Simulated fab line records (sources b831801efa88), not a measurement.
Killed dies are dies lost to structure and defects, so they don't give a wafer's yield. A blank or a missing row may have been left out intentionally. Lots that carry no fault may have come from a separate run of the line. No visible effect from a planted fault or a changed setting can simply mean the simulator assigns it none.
Which tool did it? | flow gf180mcu | 42 wafers from 14 lots sampled at 4 of the route's 602 steps

## WHAT EACH GAUGE READ, for each wafer
GF_V2_THK_MEAS_03. Usual: V2_CVD_02_THK typically reads 852 nm, with standard deviation 12.
lot  | measured     | on           | V2_CVD_02_THK (nm) | flag
L438 | day 19 04:19 | filmMetro-03 | 865 866 870        | 
L439 | day 20 07:46 | filmMetro-01 | 860 846 871        | 
L441 | day 20 15:42 | filmMetro-01 | 853 852 857        | 
L442 | day 21 02:58 | filmMetro-02 | 850 840 870        | 
L443 | day 21 13:52 | filmMetro-02 | 858 864 867        | 
L444 | day 21 15:29 | filmMetro-03 | 832 833 851        | 
L446 | day 22 14:35 | filmMetro-01 | 835 842 847        | 
L448 | day 23 03:43 | filmMetro-02 | 825 838 845        | 
L449 | day 23 13:13 | filmMetro-01 | 840 853 852        | 
L450 | day 23 16:07 | filmMetro-03 | 852 860 865        | 
L454 | day 24 22:40 | filmMetro-02 | 836 844 849        | 
L458 | day 26 08:34 | filmMetro-02 | 861 844 861        | 
L460 | day 26 19:08 | filmMetro-03 | 852 850 848        | 
L461 | day 26 23:59 | filmMetro-02 | 842 843 854        | 

GF_V2_CD_MEAS_14 targets a cd of 260 nm. Usual: cdNm 259.9 nm, standard deviation 1.1.
lot  | measured     | on       | cdNm (nm)         | flag
L438 | day 20 05:40 | cdSem-01 | 259.4 260.0 259.8 | 
L439 | day 21 08:02 | cdSem-02 | 260.2 259.5 259.8 | 
L441 | day 21 15:49 | cdSem-01 | 262.9 263.2 262.4 | 
L442 | day 22 03:11 | cdSem-01 | 257.6 258.7 259.3 | 
L443 | day 22 14:07 | cdSem-02 | 259.6 259.6 259.1 | 
L444 | day 22 15:23 | cdSem-01 | 259.0 259.3 258.5 | 
L446 | day 23 13:54 | cdSem-02 | 260.2 260.3 260.1 | 
L448 | day 24 02:14 | cdSem-01 | 260.6 259.5 259.8 | 
L449 | day 24 11:29 | cdSem-02 | 258.8 259.0 258.0 | 
L450 | day 24 14:37 | cdSem-02 | 259.4 259.9 260.1 | 
L454 | day 25 19:52 | cdSem-01 | 260.5 258.9 258.6 | 
L458 | day 27 05:35 | cdSem-01 | 261.6 259.8 261.0 | 
L460 | day 27 16:16 | cdSem-02 | 261.7 261.7 260.3 | 
L461 | day 27 20:45 | cdSem-01 | 260.7 262.2 260.7 | 

## TOOL THAT RAN EACH LOT (tool first, then ch and the chambers of the sampled wafers, then the start)
lot  | GF_DNWELL_IMPLANT_07           | GF_SAB_CVD_00
L438 | implanter-04 ch 0, day 2 18:04 | pecvd-03 ch 1,2, day 14 05:00
L439 | implanter-01 ch 0, day 3 04:29 | pecvd-02 ch 1,2, day 15 05:32
L441 | implanter-01 ch 0, day 3 12:31 | pecvd-03 ch 0,1,2, day 15 12:43
L442 | implanter-01 ch 0, day 3 16:41 | pecvd-02 ch 1,2, day 15 22:27
L443 | implanter-03 ch 0, day 3 23:37 | pecvd-04 ch 0,1, day 16 08:47
L444 | implanter-04 ch 0, day 4 04:41 | pecvd-02 ch 1,2, day 16 09:41
L446 | implanter-03 ch 0, day 4 13:35 | pecvd-02 ch 1,2, day 17 08:08
L448 | implanter-01 ch 0, day 5 00:50 | pecvd-03 ch 0,1,2, day 17 20:42
L449 | implanter-04 ch 0, day 5 06:07 | pecvd-04 ch 0,2, day 18 07:30
L450 | implanter-04 ch 0, day 5 11:23 | pecvd-03 ch 1,2, day 18 10:54
L454 | implanter-04 ch 0, day 6 07:32 | pecvd-02 ch 1,2, day 19 20:06
L458 | implanter-01 ch 0, day 7 04:37 | pecvd-03 ch 1,2, day 21 10:30
L460 | implanter-01 ch 0, day 7 15:23 | pecvd-04 ch 1,2, day 21 22:05
L461 | implanter-01 ch 0, day 7 20:50 | pecvd-02 ch 0,1,2, day 22 04:04
- GF_DNWELL_IMPLANT_07
- GF_SAB_CVD_00: deposits SiO2 from TEOS, target thk 50 nm, time 4.9302 s.

## AS READ BY THE TOOLS THEMSELVES (means over the sampled wafers that have a number; for cases with no such wafer, the mark the record gives instead)
GF_DNWELL_IMPLANT_07. Usual: beamEnergyKeV 1500.1, standard deviation 0.5.
lot  | tool         | beamEnergyKeV | flag
L438 | implanter-04 | 1500.7        | 
L439 | implanter-01 | 1499.6        | 
L441 | implanter-01 | 1500.4        | 
L442 | implanter-01 | 1500.3        | 
L443 | implanter-03 | 1499.9        | 
L444 | implanter-04 | 1500.6        | 
L446 | implanter-03 | 1499.6        | 
L448 | implanter-01 | 1500.1        | 
L449 | implanter-04 | 1500.4        | 
L450 | implanter-04 | 1473.0        | OFF
L454 | implanter-04 | 1473.3        | OFF
L458 | implanter-01 | 1500.2        | 
L460 | implanter-01 | 1500.1        | 
L461 | implanter-01 | 1500.4        | 

GF_SAB_CVD_00. Usual: heaterPowerW 639 W, standard deviation 97.
lot  | tool     | heaterPowerW (W) | flag
L438 | pecvd-03 | 657              | 
L439 | pecvd-02 | 683              | 
L441 | pecvd-03 | 673              | 
L442 | pecvd-02 | 675              | 
L443 | pecvd-04 | 639              | 
L444 | pecvd-02 | 644              | 
L446 | pecvd-02 | 590              | 
L448 | pecvd-03 | 677              | 
L449 | pecvd-04 | 496              | 
L450 | pecvd-03 | 583              | 
L454 | pecvd-02 | 647              | 
L458 | pecvd-03 | 614              | 
L460 | pecvd-04 | 623              | 
L461 | pecvd-02 | 626              | 

## THE ANSWER, worked out from the rows above alone
Rule: take the mean of a lot's wafers that have a number; if it is more than 3 standard deviations from the usual mean, the lot is off. Also off: a lot with no number at a reading for which 4 or more lots have one. All remaining lots with rows at the step are treated as sound. First the gauges in route order, then the tools' own readings, where a lot's mean is used as printed above. At the first step where some lot is off, the reading lying furthest off is the one used; lots without a number count as furthest.
Off, at GF_DNWELL_IMPLANT_07 on beamEnergyKeV: L450, L454.
A tool fits if, at that step or a process step before it, it ran every lot that is off, and no sound lot after the first of them. One fits: GF_DNWELL_IMPLANT_07 on implanter-04. A fault onset in the window from L449 (day 5 06:07, its last sound lot) to L450 (day 5 11:23, its first lot off) fits.
The tool's own readings at GF_DNWELL_IMPLANT_07 bear it out: on the lots that are off they differ by more than 5 times the standard deviation of the sound lots' means. beamEnergyKeV reads 1473.2 there against 1500.2 on the sound lots.

## WHAT WAS PUT IN BY THE SIMULATOR
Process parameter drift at GF_DNWELL_IMPLANT_07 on implanter-04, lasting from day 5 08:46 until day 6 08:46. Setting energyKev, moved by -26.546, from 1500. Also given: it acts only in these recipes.
Lots struck among those shown: L450, L454. This agrees with what the rule above found.
